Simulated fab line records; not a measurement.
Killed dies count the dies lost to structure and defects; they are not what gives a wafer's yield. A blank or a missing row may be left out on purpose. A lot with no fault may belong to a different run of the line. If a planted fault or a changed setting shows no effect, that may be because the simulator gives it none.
2 desks, one fault || flow sky130 || each desk holds nothing but its own numbers, with what lay behind them at the end

== FROM THE METROLOGY DESK ==
Means of the sampled wafers that have a number, per lot and without regard to the tool the lot ran on: this is what the gauges read. Any lot whose mean is over 4 standard deviations away from the usual mean is out of limits and marked OUT; that distance is given in the brackets.
Columns: A = METAL5_ALCU_RS at SKY_METAL5_RS_MEAS_05, usual 0.027 ohm/sq
{"lot": "L722", "first seen here": "day 42 21:32", "A": 0.027}
{"lot": "L723", "first seen here": "day 43 12:30", "A": 0.027}
{"lot": "L724", "first seen here": "day 43 15:37", "A": 0.027}
{"lot": "L728", "first seen here": "day 44 17:17", "A": 0.027}
{"lot": "L729", "first seen here": "day 44 22:40", "A": 0.028}
{"lot": "L730", "first seen here": "day 45 01:47", "A": 0.027}
{"lot": "L731", "first seen here": "day 45 10:08", "A": 0.027}
{"lot": "L734", "first seen here": "day 46 10:56", "A": 0.027}
{"lot": "L735", "first seen here": "day 46 18:04", "A": 0.027}
{"lot": "L742", "first seen here": "day 48 06:40", "A": 0.027}
{"lot": "L743", "first seen here": "day 48 09:10", "A": 0.027}
{"lot": "L745", "first seen here": "day 48 17:42", "A": 0.027}
This desk's verdict: no lot among the 12 shows anything out of limits.

== FOR THE TOOL OWNER'S DESK: pvd-sputter-01 ==
The tool's own readings at SKY_VIA2_SPUTTER_20 (material TiN, target thk 20 nm, time 80 s): means of the sampled wafers that have a number, for each lot that ran on this tool. Any lot whose mean is over 4 standard deviations away from the usual mean is out of limits and marked OUT; that distance is given in the brackets.
Columns: A = throttle-valve-pct at SKY_VIA2_SPUTTER_20, usual 30.3 %
{"lot": "L729", "first seen here": "day 38 15:04", "A": 28.8}
{"lot": "L742", "first seen here": "day 42 13:45", "A": 29.1}
{"lot": "L743", "first seen here": "day 42 16:31", "A": 29.4}
This desk's verdict: no lot among the 3 shows anything out of limits.

== TAKEN TOGETHER ==
Metrology desk: nothing out of limits seen.
The tool owner's desk saw nothing out of limits.

== WHAT THE SIMULATOR PUT IN ==
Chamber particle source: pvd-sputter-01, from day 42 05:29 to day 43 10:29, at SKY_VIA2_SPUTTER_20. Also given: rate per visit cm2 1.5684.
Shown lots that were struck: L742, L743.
